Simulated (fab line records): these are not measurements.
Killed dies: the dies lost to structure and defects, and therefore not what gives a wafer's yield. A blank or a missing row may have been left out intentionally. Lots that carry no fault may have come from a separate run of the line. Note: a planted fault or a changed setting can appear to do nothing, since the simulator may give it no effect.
Struck lot and sound lot, side by side / flow sky130 / 15 steps out of a route of 708
Sound: wafers L454.1, L454.4, L454.5. Struck: wafer L458.5 (L458.2, L458.6, from the same lot, were not struck and are left out); the cause is given at the end.
For every step that has rows: the tool of each side, followed by ch and its chambers, followed by its first start. Under that, the readings that differ: sound wafers / struck wafers / difference of the means / sigmas: that difference in standard deviations of wafers without a fault.
alike: readings with means less than 2 such deviations apart, plus words and numbers identical on both sides. not compared: withheld readings, readings lacking a value on some wafer, bounds such as >300 that could conceal the same value, and numbers that have no deviation in the record and whose values overlap.
A row with sigmas, a row that says differs or no value, or rows on one side alone: a step with any of these is where the two part. Numbers that have no deviation but don't overlap get no sigmas and don't part them. A reading missing from all wafers of one side parts the sides only when that side holds two or more wafers.

SKY_VIA1_OVL_MEAS_13:
  sound: overlay-01 at day 35 18:44; struck: overlay-02 at day 37 10:16
  alike: VIA1_OVL
SKY_VIA1_ETCH_14: etches BARC in N2/H2, stops on SiO2, time 45.9 s, target depth 60 nm.
  sound on rie-diel-04 ch 0,3, day 35 18:46; struck on rie-diel-04 ch 2, day 37 10:18
  alike: drypump-motor-current-A, oes-product-au, throttle-valve-pct
  not compared: rf-hours-counter-h
SKY_VIA1_ETCH_15: etches SiO2 in C4F8/O2/Ar, stops on TiN, target depth 351 nm, time 54 s.
  sound on rie-diel-04 ch 0,3, day 35 18:49; struck on rie-diel-04 ch 2, day 37 10:20
  alike: oes-product-au
  not compared: rf-hours-counter-h
then, 4 steps without rows for these wafers: SKY_VIA1_STRIP_16 (strips in O2/N2); SKY_VIA1_STRIP_17 (strips in post etch residue remover, time 1200 s); SKY_VIA1_CLEAN_18 (cleans in IPA, time 180 s); SKY_VIA1_CLEAN_19 (cleans in O3/DIW).
SKY_VIA1_SPUTTER_20: material TiN, target thk 20 nm, time 80 s.
  sound: pvd-sputter-04 at day 35 19:27; struck: pvd-sputter-01 at day 37 11:01
  alike: cathode-dc-power-W, throttle-valve-pct
then, 1 step without rows for these wafers: SKY_VIA1_CVD_21 (deposits W, target thk 270 nm, time 80.902 s).
SKY_VIA1_RS_MEAS_22: the measuring method here is four-point-probe.
  sound: film-metro-04 at day 35 19:36; struck: film-metro-01 at day 37 11:11
  alike: VIA1_W_RS
SKY_VIA1_THK_MEAS_23: measures by xrf.
  sound: film-metro-04 at day 35 19:43; struck: film-metro-01 at day 37 11:18
  alike: VIA1_W_THK
SKY_VIA1_CMP_24: polishes, stops on SiO2, t overpolish 15 s, target thk 0 nm.
  sound on cmp-01 ch 0,1, day 35 19:47; struck on cmp-02 ch 2, day 37 11:21
  alike: head-pressure-psi, motor-current-A, overpolish-run-s, time-to-endpoint-s
SKY_METAL2_SPUTTER_00: material Ti, target thk 15 nm, time 10 s.
  sound: pvd-sputter-03 at day 35 20:05; struck: pvd-sputter-02 at day 37 11:39
reading=cathode-dc-power-W (W); sound=2999.8 3000.6 3000.4; struck=3278.4; difference=+278.1; sigmas=+99 or more
reading=model.Ti_of_METAL2_SPUTTER_00.thk-nm (nm); sound=15.07 15.17 15.02; struck=16.47; difference=+1.38; sigmas=
  alike: throttle-valve-pct
SKY_METAL2_SPUTTER_01: material TiN, target thk 20 nm, time 16.7 s.
  sound: pvd-sputter-03 at day 35 20:06; struck: pvd-sputter-02 at day 37 11:40
  alike: cathode-dc-power-W, throttle-valve-pct
SKY_PAD_OPEN_PROBE_99:
  the record has rows for the sound wafers here (prober-02, day 47 06:29) and none for the struck ones

WHERE THEY PART
Last at SKY_PAD_OPEN_PROBE_99 as far as this record goes, first at SKY_METAL2_SPUTTER_00.

WHY: the cause the simulator had injected
Drift in process parameters on pvd-sputter-02 at SKY_METAL2_SPUTTER_00, starting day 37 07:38. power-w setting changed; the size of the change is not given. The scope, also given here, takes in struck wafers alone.
